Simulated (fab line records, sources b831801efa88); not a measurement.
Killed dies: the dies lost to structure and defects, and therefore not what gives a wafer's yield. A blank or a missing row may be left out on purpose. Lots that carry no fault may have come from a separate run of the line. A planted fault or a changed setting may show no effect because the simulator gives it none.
Which tool did it? -- flow sky130 -- 9 lots, 27 wafers sampled, at 4 steps of a route of 708

== WHAT THE GAUGES READ, wafer by wafer ==
SKY_CAPM_RS_MEAS_03: measures by four-point-probe.
lot,measured,on,CAPM_TIN_RS (ohm/sq)
L127,day 36 20:49,film_metro-01,7.00 6.86 6.93
L130,day 37 08:20,film_metro-04,6.85 6.82 6.87
L132,day 38 06:25,film_metro-03,7.00 6.90 6.86
L134,day 38 17:47,film_metro-01,6.97 6.93 6.93
L136,day 39 21:28,film_metro-04,6.92 6.93 6.93
L140,day 41 00:46,film_metro-03,7.04 6.98 6.94
L142,day 41 10:26,film_metro-01,7.08 7.08 6.98
L143,day 41 13:32,film_metro-03,6.96 6.91 7.94
L149,day 43 02:04,film_metro-04,6.93 6.77 6.76

== EACH LOT AND THE TOOL THAT RAN IT (in order: tool; ch and the chambers of the sampled wafers; start) ==
lot,SKY_VIA2_ETCH_15,SKY_VIA2_CMP_24,SKY_CAPM_SPUTTER_02
L127,"rie_diel-02 ch 1,2, day 36 19:07","cmp-01 ch 0,3, day 36 20:11","pvd_sputter-04, day 36 20:41"
L130,"rie_diel-03 ch 0,1, day 37 06:37","cmp-02 ch 1,2, day 37 07:40","pvd_sputter-01, day 37 08:13"
L132,"rie_diel-02 ch 0,2, day 38 04:43","cmp-01 ch 0,3, day 38 05:44","pvd_sputter-01, day 38 06:17"
L134,"rie_diel-02 ch 0,3, day 38 16:06","cmp-02 ch 1,2,3, day 38 17:08","pvd_sputter-02, day 38 17:40"
L136,"rie_diel-02 ch 2,3, day 39 19:46","cmp-01 ch 0,1,2, day 39 20:52","pvd_sputter-02, day 39 21:20"
L140,"rie_diel-01 ch 2,3, day 40 23:03","cmp-02 ch 0,1,3, day 41 00:11","pvd_sputter-04, day 41 00:37"
L142,"rie_diel-02 ch 2,3, day 41 08:43","cmp-02 ch 0,1,2, day 41 09:53","pvd_sputter-04, day 41 10:20"
L143,"rie_diel-03 ch 0,2,3, day 41 11:43","cmp-02 ch 0,1,3, day 41 12:52","pvd_sputter-02, day 41 13:24"
L149,"rie_diel-01 ch 1,2,3, day 43 00:12","cmp-01 ch 0,1,3, day 43 01:27","pvd_sputter-01, day 43 01:56"
- SKY_VIA2_ETCH_15: etches SiO2 in C4F8/O2/Ar, stops on TiN, target depth 546 nm, time 84 s.
- SKY_VIA2_CMP_24: polishes, stops on SiO2, t overpolish 20 s, target thk 0 nm.
- SKY_CAPM_SPUTTER_02: material TiN, target thk 200 nm, time 166.7 s.

== THE ANSWER, worked out from the rows above alone ==
Rule: usual is defined by the lots themselves. Put in order of their means at a reading, lots are off if they are a third of the lots or fewer, leave a main group of 4 or more, and stand apart from it by a gap of 3 or more times the standard deviation of the main group's means; of several such gaps the widest counts. If all means in a main group match to the digits the tables above print for the reading, that group is not used. Also off: a lot with no number at a reading for which 4 or more lots have one. Where the step has rows for the other lots, those lots are counted as sound.
Off: L143, seen at SKY_CAPM_RS_MEAS_03 (CAPM_TIN_RS). The main group has a mean of 6.93 ohm/sq with a standard deviation of 0.067.
A tool fits if, at a process step before that reading, it ran every lot that is off, and no sound lot after the first of them. Those tools and the gauges at SKY_CAPM_RS_MEAS_03 are tried in the same way. Can't be told from this: 4 tools fit, rie_diel-03 at SKY_VIA2_ETCH_15, cmp-02 at SKY_VIA2_CMP_24, pvd_sputter-02 at SKY_CAPM_SPUTTER_02, film_metro-03 at SKY_CAPM_RS_MEAS_03.

== WHAT THE SIMULATOR HAD PUT IN ==
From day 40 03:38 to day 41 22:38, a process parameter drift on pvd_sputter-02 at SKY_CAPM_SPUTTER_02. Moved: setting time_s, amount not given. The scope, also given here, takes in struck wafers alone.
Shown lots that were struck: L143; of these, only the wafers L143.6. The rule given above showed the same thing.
